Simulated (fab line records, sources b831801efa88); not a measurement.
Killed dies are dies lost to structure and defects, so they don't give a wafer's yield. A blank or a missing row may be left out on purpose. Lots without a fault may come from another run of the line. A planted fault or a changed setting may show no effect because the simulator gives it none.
A struck lot beside a sound one | flow gf180mcu | 16 steps out of a route of 602
Sound: wafers L444.1, L444.2, L444.6. Struck: wafers L454.1, L454.2. (L454.3 of the same lot was not struck and is left out.) The cause comes at the end.
At each step with rows: each side's tool, then ch and its chambers, then its first start. Under that, the readings that differ: sound wafers | struck wafers | difference of the means | sigmas: that difference in standard deviations of wafers without a fault.
alike: readings whose means differ by less than 2 such deviations, and words and numbers that are the same on both sides. not compared: withheld readings, readings that some wafer has no value for, bounds like >300 that may hide the same value, and numbers for which the record gives no deviation and whose values overlap.
The two part at a step that has a row with sigmas, a row that says differs or no value, or rows on one side only. Numbers that don't overlap but have no deviation are shown without sigmas and don't part them. A reading that every wafer of one side lacks parts them only if that side has two wafers or more.

GF_M3_SPUTTER_04: material TiN, target thk 50 nm, time 41.7 s.
  sound on pvd_sputter-01, day 23 18:31; struck on pvd_sputter-02, day 27 02:32
  alike: throttle_valve_pct
GF_M3_RS_MEAS_05: measures by four-point-probe.
  sound on film_metro-03, day 23 18:33; struck on film_metro-03, day 27 02:35
  alike: M3_ALCU_RS
GF_M3_THK_MEAS_06: measures by xrf.
  sound on film_metro-03, day 23 18:40; struck on film_metro-03, day 27 02:42
  alike: M3_ALCU_THK
then, 7 steps without rows for these wafers: GF_M3_DEHYDRATE_07 (time 60 s); GF_M3_HMDS_08 (prime time 60 s); GF_M3_COAT_09 (resist thk 1000 nm); GF_M3_SOFTBAKE_10 (time 60 s); GF_M3_EXPOSE_11 (exposes mask Metal3, target cd 280 nm); GF_M3_PEB_12 (peb time 90 s); GF_M3_DEVELOP_13 (develop time 60 s).
GF_M3_CD_MEAS_14: target cd 280 nm.
  sound on cd_sem-01, day 24 16:34; struck on cd_sem-02, day 27 22:09
  alike: cd_nm
GF_M3_OVL_MEAS_15:
  sound on overlay-01, day 24 16:41; struck on overlay-01, day 27 22:16
  alike: M3_OVL
GF_M3_METAL_ETCH_16: etches the open film in Cl2/BCl3, stops on SiO2, target depth 750.8 nm, time 125.1 s.
  sound on rie_metal-03 ch 0, day 24 16:44; struck on rie_metal-01 ch 0,1, day 27 22:19
  reading                             | sound             | struck      | difference | sigmas
  model.KrF_of_M3_COAT_09.thk_nm (nm) | 683.8 683.9 681.8 | 508.9 518.1 | -169.7     |
  alike: drypump_motor_current_A, oes_product_au, throttle_valve_pct
  not compared: rf_hours_counter_h
GF_M3_STRIP_17: strips in O2/N2.
  sound on plasma_asher-03 ch 0,1, day 24 16:59; struck on plasma_asher-04 ch 0,1, day 27 22:26
  reading                      | sound             | struck      | difference | sigmas
  oes_product_au (a.u.)        | 0.533 0.537 0.535 | 0.467 0.475 | -0.064     | -13
  strip_time_to_endpoint_s (s) | 7.37 7.39 7.36    | 5.63 5.73   | -1.69      | -37
  alike: drypump_motor_current_A, heater_power_w
  not compared: rf_hours_counter_h
then, 2 steps without rows for these wafers: GF_M3_STRIP_18 (strips in post etch residue remover, time 1200 s); GF_PASSIVATION_PROBE_99.

WHERE THEY PART
Only at GF_M3_STRIP_17, within this record.

WHY: what the simulator had put in
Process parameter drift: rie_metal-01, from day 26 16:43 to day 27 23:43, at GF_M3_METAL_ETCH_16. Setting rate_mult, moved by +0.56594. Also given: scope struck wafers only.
